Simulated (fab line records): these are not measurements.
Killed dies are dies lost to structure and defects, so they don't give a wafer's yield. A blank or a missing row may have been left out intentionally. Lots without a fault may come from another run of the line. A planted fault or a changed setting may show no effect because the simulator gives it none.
fab line records	flow sky130
record lots=11	wafers=33	last-day=51
route steps=708 shown CAPM@550 METAL4@598 PAD_OPEN@701
lots with no fault: from the same line, run without faults
start-h: hours from the record's first day to the start of the lot's first wafer shown	wait-h: hours elapsed since this lot's preceding step	" identical to the entry in the row above	L1.1+2: a row that stands for several wafers	- no value, or no start was given	* or withheld: withheld	< > ~ a bound
route shown NAME@n: names a module that has steps shown in the file, with the first one's number in the route	usual: average and standard deviation across the fault-free wafers	same: alike in all rows	chamber/n: place in a boat	sites: readings site by site	_std_site: the standard deviation of these	_edge_site: mean of outer sites minus mean of inner sites	radius-mm: for every site, how far away it sits from the centre of the wafer	mask NAME#n: copy n	behind: the last tool/chamber to shape the wafer	hold: why the lot was held/for how many hours/how that ended	device: which transistor (n, p or np) failed to switch	end of line: the same wafers' tests at the end of the route	where a step has no rows: the recipe by itself	killed: at the first sort, the dies lost to defects and structure; wafer yield is something else	map: a wafer's dies, x killed, . not, _ none there
set.NAME: setting as actually run; set.NAME@STEP: the setting as run at that earlier step	model.NAME: the simulator's own value behind a step, which no gauge read
route steps across a sampled set of lots; one table per step, one row per wafer
services: the hour from which a tool's chamber was out of use, counted from the record's first day as start-h (under 0 if before that day), plus the number of hours and why
## steps
# step SKY_CAPM_METAL_ETCH_13
# recipe target-depth-nm=220	stop-on=SiO2	chemistry=Cl2/BCl3	target=TiN	pressure-mtorr=10	icp-w=900	bias-w=48.5	Cl2_flow_sccm=60	bcl3-flow-sccm=30	time-s=62.9
# usual chamber-pressure-mTorr=10.001/0.0095	drypump-motor-current-A=6.0/0.32	oes-product-au=0.941/0.0074	throttle-valve-pct=21.902/0.01
lot.wafer	tool	chamber	start-h	wait-h	chamber-pressure-mTorr	drypump-motor-current-A	oes-product-au	rf-hours-counter-h	throttle-valve-pct
L395.1	rie-metal-01	1	870.86	0.0	10.001	6.2	0.946	3	21.890
L395.2	"	0	"	"	10.009	5.6	0.936	12	21.906
L395.3	"	0	"	"	10.003	5.5	0.935	-	21.889
L396.2	rie-metal-03	0	901.50	0.0	10.009	5.9	0.940	2	21.914
L396.3	"	1	"	"	10.000	6.4	0.948	-	21.911
L396.6	"	0	"	"	10.009	5.9	0.941	-	21.898
L398.1	rie-metal-01	0	903.31	0.0	9.994	5.5	0.939	13	21.901
L398.4	"	1	"	"	10.003	6.2	0.950	-	21.897
L398.5	"	0	"	"	10.007	5.5	0.953	-	21.905
L400.3	rie-metal-03	1	904.28	0.0	10.002	6.5	0.933	-	21.898
L400.4	"	0	"	"	10.017	5.9	0.932	-	21.909
L400.5	"	1	"	"	10.001	6.4	0.938	-	21.914
L401.3	rie-metal-03	0	916.27	0.0	10.000	5.9	0.954	-	21.891
L401.5	"	1	"	"	9.994	6.4	0.968	-	21.884
L401.6	"	0	"	"	10.004	5.9	0.954	-	21.888
L404.1	rie-metal-01	1	945.40	0.0	10.008	6.2	0.940	6	21.901
L404.2	"	0	"	"	10.001	5.5	0.935	15	21.894
L404.5	"	1	"	"	10.007	6.2	0.940	-	21.895
L406.1	rie-metal-04	0	946.45	0.0	9.988	6.0	0.943	3	21.898
L406.2	"	1	"	"	9.997	5.7	0.934	20	21.913
L406.3	"	0	"	"	10.000	6.0	0.935	-	21.910
L411.1	rie-metal-04	0	990.75	0.0	10.010	6.0	0.936	7	21.916
L411.3	"	1	"	"	9.985	5.7	0.946	-	21.900
L411.4	"	0	"	"	9.998	6.0	0.948	-	21.909
L415.1	rie-metal-01	1	1022.20	0.0	10.001	6.2	0.932	10	21.905
L415.2	"	0	"	"	10.005	5.5	0.936	18	21.931
L415.3	"	1	"	"	9.988	6.2	0.949	-	21.890
L418.1	rie-metal-04	1	1060.61	0.0	10.001	5.7	0.938	5	21.885
L418.2	"	0	"	"	9.998	6.0	0.952	11	21.899
L418.4	"	1	"	"	10.001	5.7	0.934	-	21.893
L417.1	rie-metal-01	0	1061.75	0.0	9.992	5.5	0.934	21	21.888
L417.3	"	0	"	"	9.988	5.5	0.951	-	21.905
L417.4	"	1	"	"	9.990	6.2	0.948	-	21.893
# step SKY_METAL4_SPUTTER_00
# recipe material=Ti	target-thk-nm=15	power-w=3000	time-s=10	chamber-pressure-pa=0.4
# usual throttle-valve-pct=30.4/1.1
lot.wafer	tool	chamber	start-h	wait-h	throttle-valve-pct
L395.1	pvd-sputter-02	-	925.33	0.2	28.9
L395.2	"	-	"	"	30.1
L395.3	"	-	"	"	31.8
L396.2	pvd-sputter-01	-	954.38	0.1	30.6
L396.3	"	-	"	"	30.8
L396.6	"	-	"	"	32.7
L398.1	pvd-sputter-03	-	956.24	0.2	30.2
L398.4	"	-	"	"	28.7
L398.5	"	-	"	"	29.0
L400.3	pvd-sputter-03	-	957.01	0.2	28.5
L400.4	"	-	"	"	30.9
L400.5	"	-	"	"	29.8
L401.3	pvd-sputter-01	-	968.71	0.2	30.7
L401.5	"	-	"	"	31.1
L401.6	"	-	"	"	29.8
L404.1	pvd-sputter-02	-	996.51	0.1	29.0
L404.2	"	-	"	"	30.2
L404.5	"	-	"	"	28.8
L406.1	pvd-sputter-02	-	997.43	0.2	30.2
L406.2	"	-	"	"	28.8
L406.3	"	-	"	"	30.5
L411.1	pvd-sputter-01	-	1040.22	0.2	30.9
L411.3	"	-	"	"	32.7
L411.4	"	-	"	"	30.7
L415.1	pvd-sputter-02	-	1070.33	0.1	31.4
L415.2	"	-	"	"	30.1
L415.3	"	-	"	"	29.0
L418.1	pvd-sputter-03	-	1106.80	0.2	29.9
L418.2	"	-	"	"	30.2
L418.4	"	-	"	"	28.9
L417.1	pvd-sputter-03	-	1107.07	0.1	29.5
L417.3	"	-	"	"	28.6
L417.4	"	-	"	"	29.9
# step SKY_PAD_OPEN_ETCH_07
# recipe chemistry=CF4/O2	target-depth-nm=725	stop-on=AlCu	source-w=800	bias-w=150	pressure-mtorr=150	cf4-flow-sccm=80	O2_flow_sccm=10	time-s=161.1
# usual chamber-pressure-mTorr=149.99/0.14	drypump-motor-current-A=5.6/0.41	oes-product-au=0.976/0.0062	throttle-valve-pct=5.964/0.0088
lot.wafer	tool	chamber	start-h	wait-h	chamber-pressure-mTorr	drypump-motor-current-A	oes-product-au	rf-hours-counter-h	throttle-valve-pct
L395.1	rie-diel-02	1	1067.37	-	150.23	6.0	0.971	2	5.966
L395.2	"	3	"	"	150.18	5.7	0.971	16	5.944
L395.3	"	2	"	"	149.90	5.7	0.966	14	5.964
L396.2	rie-diel-02	0	1090.57	-	149.99	5.9	0.967	12	5.945
L396.3	"	2	"	"	150.08	5.7	0.978	15	5.952
L396.6	"	1	"	"	150.11	6.0	0.972	-	5.962
L398.1	rie-diel-01	1	1091.66	-	150.06	5.2	0.967	10	5.958
L398.4	"	3	"	"	150.06	5.9	0.978	22	5.960
L398.5	"	0	"	"	150.16	6.3	0.978	-	5.971
L400.3	rie-diel-02	3	1092.66	-	150.00	5.7	0.972	17	5.972
L400.4	"	0	"	"	150.26	5.9	0.986	12	5.956
L400.5	"	2	"	"	150.14	5.7	0.985	-	5.958
L401.3	rie-diel-01	0	1105.86	-	149.75	6.3	0.965	25	5.964
L401.5	"	2	"	"	149.99	4.7	0.984	-	5.964
L401.6	"	3	"	"	150.06	5.9	0.974	-	5.961
L404.1	rie-diel-01	0	1129.57	-	150.03	6.3	0.966	26	5.955
L404.2	"	2	"	"	149.94	4.7	0.972	7	5.960
L404.5	"	3	"	"	149.94	5.9	0.982	-	5.968
L406.1	rie-diel-01	0	1130.92	-	149.94	6.3	0.965	26	5.971
L406.2	"	2	"	"	149.98	4.7	0.973	7	5.967
L406.3	"	1	"	"	150.33	5.2	0.977	12	5.963
L411.1	rie-diel-03	1	1164.02	-	150.09	5.2	0.970	24	5.962
L411.3	"	3	"	"	150.03	5.1	0.973	4	5.963
L411.4	"	2	"	"	150.05	5.7	0.969	19	5.969
L415.1	rie-diel-02	3	1187.66	-	149.90	5.7	0.970	20	5.964
L415.2	"	2	"	"	149.78	5.7	0.978	18	5.974
L415.3	"	1	"	"	149.88	6.0	0.964	6	5.975
L418.1	rie-diel-02	2	1213.57	-	149.92	5.7	0.964	19	5.946
L418.2	"	0	"	"	150.01	5.8	0.972	16	5.947
L418.4	"	1	"	"	150.15	6.0	0.978	7	5.962
L417.1	rie-diel-03	3	1214.22	-	149.99	5.1	0.975	5	5.962
L417.3	"	0	"	"	149.87	5.5	0.977	10	5.981
L417.4	"	1	"	"	150.11	5.2	0.974	26	5.954
# step SKY_PAD_OPEN_BOW_MEAS_13
# recipe mode=bow
# usual PAD_OPEN_BOW=48/7.9
lot.wafer	tool	chamber	start-h	wait-h	PAD_OPEN_BOW[um]
L395.1	film-metro-02	-	1069.56	-	49
L395.2	"	-	"	"	53
L395.3	"	-	"	"	56
L396.2	film-metro-03	-	1092.80	-	48
L396.3	"	-	"	"	60
L396.6	"	-	"	"	55
L398.1	film-metro-02	-	1094.00	-	48
L398.4	"	-	"	"	53
L398.5	"	-	"	"	50
L400.3	film-metro-03	-	1094.91	-	40
L400.4	"	-	"	"	44
L400.5	"	-	"	"	39
L401.3	film-metro-04	-	1108.11	-	31
L401.5	"	-	"	"	47
L401.6	"	-	"	"	40
L404.1	film-metro-04	-	1131.83	-	40
L404.2	"	-	"	"	46
L404.5	"	-	"	"	44
L406.1	film-metro-02	-	1133.16	-	45
L406.2	"	-	"	"	44
L406.3	"	-	"	"	43
L411.1	film-metro-03	-	1166.25	-	51
L411.3	"	-	"	"	54
L411.4	"	-	"	"	45
L415.1	film-metro-02	-	1189.86	-	42
L415.2	"	-	"	"	32
L415.3	"	-	"	"	33
L418.1	film-metro-02	-	1215.85	-	46
L418.2	"	-	"	"	53
L418.4	"	-	"	"	57
L417.1	film-metro-02	-	1217.35	-	36
L417.3	"	-	"	"	40
L417.4	"	-	"	"	49
# step SKY_PAD_OPEN_PROBE_99
# usual defect-limited-yield=82.2/1.8	killed_at_M0_to_M3=44/6.8	killed_at_M4_up=2.9/1.9	killed-at-contacts=24/5.2	killed-at-front-end=16/4.1	killed-at-other=0.4/0.74	killed-dies=88/9.1	killed-open=48/7.2	killed-short=39/5.6	sort_bin_3_pad_short=0.9/0.43	sort_bin_5_function=10.6/1.4	sort_bin_6_memory=6.3/1	sort-n-pass=404/9.1	sort-yield-pct=82.2/1.8
# same gross-dies=492	killed-at-back-side=0	sort_bin_4_leakage[%]=0	sort_bin_8_speed[%]=0
lot.wafer	tool	chamber	start-h	wait-h	defect-limited-yield[%]	killed_at_M0_to_M3	killed_at_M4_up	killed-at-contacts	killed-at-front-end	killed-at-other	killed-dies	killed-open	killed-short	sort_bin_3_pad_short[%]	sort_bin_5_function[%]	sort_bin_6_memory[%]	sort-n-pass	sort-yield-pct[%]
L404.1	prober-02	-	1131.95	0.1	84.6	37	5	19	15	0	76	39	37	1.2	9.3	4.9	416	84.6
L404.2	prober-02	-	1132.00	0.1	72.0	38	0	18	23	59	138	36	43	3.7	17.9	6.5	354	72.0
L404.5	prober-02	-	1132.15	0.2	80.9	40	2	25	27	0	94	57	37	0.4	12.2	6.5	398	80.9
L406.1	prober-01	-	1133.28	0.1	86.8	26	5	26	7	1	65	30	35	0.4	8.5	4.3	427	86.8
L406.2	prober-01	-	1133.33	0.1	70.7	45	4	25	19	51	144	56	37	3.0	18.7	7.5	348	70.7
L406.3	prober-01	-	1133.38	0.2	82.5	45	1	28	12	0	86	45	41	0.8	10.8	5.9	406	82.5
# killed by level:class
L404.1 CONTACT:geometric-particle:open=7 VIA1:geometric-particle:open=7 VIA1:geometric-particle:short=6 VIA3:geometric-particle:open=6 FIELD_ISO:geometric-particle:open=5 POLY_GATE:geometric-particle:short=5 LI_CONTACT:geometric-particle:open=4 CONTACT:geometric-particle:short=4
L404.2 PAD_OPEN:unspecified=59 CONTACT:geometric-particle:open=7 VIA1:geometric-particle:open=7 METAL2:geometric-particle:short=7 FIELD_ISO:geometric-particle:open=6 FIELD_ISO:geometric-particle:short=5 POLY_GATE:geometric-particle:open=4 METAL1:geometric-particle:short=4
L404.5 LI_CONTACT:geometric-particle:open=13 VIA1:geometric-particle:open=12 FIELD_ISO:geometric-particle:short=7 VIA3:geometric-particle:open=7 POLY_GATE:geometric-particle:open=6 CONTACT:geometric-particle:open=5 METAL2:geometric-particle:short=5 POLY_GATE:geometric-particle:short=4
L406.1 CONTACT:geometric-particle:open=9 METAL1:geometric-particle:short=7 LI_CONTACT:geometric-particle:open=6 VIA1:geometric-particle:open=6 CONTACT:geometric-particle:short=5 POLY_GATE:geometric-particle:short=4 METAL4:geometric-particle:short=4 VIA2:geometric-particle:open=4
L406.2 PAD_OPEN:unspecified=51 VIA1:geometric-particle:open=10 VIA3:geometric-particle:open=10 CONTACT:geometric-particle:short=9 CONTACT:geometric-particle:open=8 METAL2:geometric-particle:short=7 VIA2:geometric-particle:open=6 FIELD_ISO:geometric-particle:open=5
L406.3 CONTACT:geometric-particle:open=10 VIA1:geometric-particle:open=8 LI_CONTACT:geometric-particle:short=7 METAL1:geometric-particle:short=7 VIA3:geometric-particle:open=7 LI_CONTACT:geometric-particle:open=6 METAL2:geometric-particle:short=5 VIA2:geometric-particle:open=5
## services
tool	chamber	start-h	hours	kind
pvd-sputter-02	-	855.11	2.4	repair
rie-metal-04	1	857.26	5.5	repair
pvd-sputter-03	-	868.06	1.0	repair
pvd-sputter-02	-	880.88	0.8	repair
rie-metal-04	0	904.51	6.1	repair
rie-metal-03	-	926.66	0.4	repair
pvd-sputter-02	-	939.26	2.4	repair
rie-metal-01	-	975.79	2.8	pm
pvd-sputter-03	-	994.98	2.5	repair
rie-diel-02	2	997.15	39.1	repair
rie-diel-01	1	998.48	5.4	repair
rie-diel-02	3	999.02	12.0	repair
rie-diel-01	3	1003.24	3.0	repair
rie-diel-02	-	1019.65	1.0	repair
rie-diel-02	-	1043.35	2.1	repair
rie-diel-01	3	1055.24	6.4	repair
rie-diel-01	-	1059.36	2.8	pm
pvd-sputter-02	-	1086.25	9.4	repair
pvd-sputter-03	-	1093.89	1.9	repair
rie-metal-01	-	1145.25	0.6	repair
rie-metal-01	-	1157.06	1.4	pm
rie-diel-02	0	1170.55	5.4	repair
rie-diel-01	2	1190.28	7.4	repair
pvd-sputter-02	-	1195.99	7.5	repair
## key
first-sign step=SKY_PAD_OPEN_PROBE_99	reading=killed-at-other	direction=up	sigmas=55	usual=0.4	struck=55
effect step=SKY_PAD_OPEN_PROBE_99	reading=sort-n-pass	direction=down	sigmas=5.9	usual=404	struck=351
met-at SKY_PAD_OPEN_ETCH_07
struck-lots L404,L406
struck-wafers L404.2,L406.2
not-acting-at SKY_CAPM_METAL_ETCH_13,SKY_METAL4_SPUTTER_00,SKY_PAD_OPEN_BOW_MEAS_13
onset-between 1105.86 1129.57
fault kind=chamber-particle-source	tool=rie-diel-01	chamber=2	onset-h=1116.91	steps=SKY_PAD_OPEN_ETCH_07	rate-per-visit-cm2=0.91054	end-h=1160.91
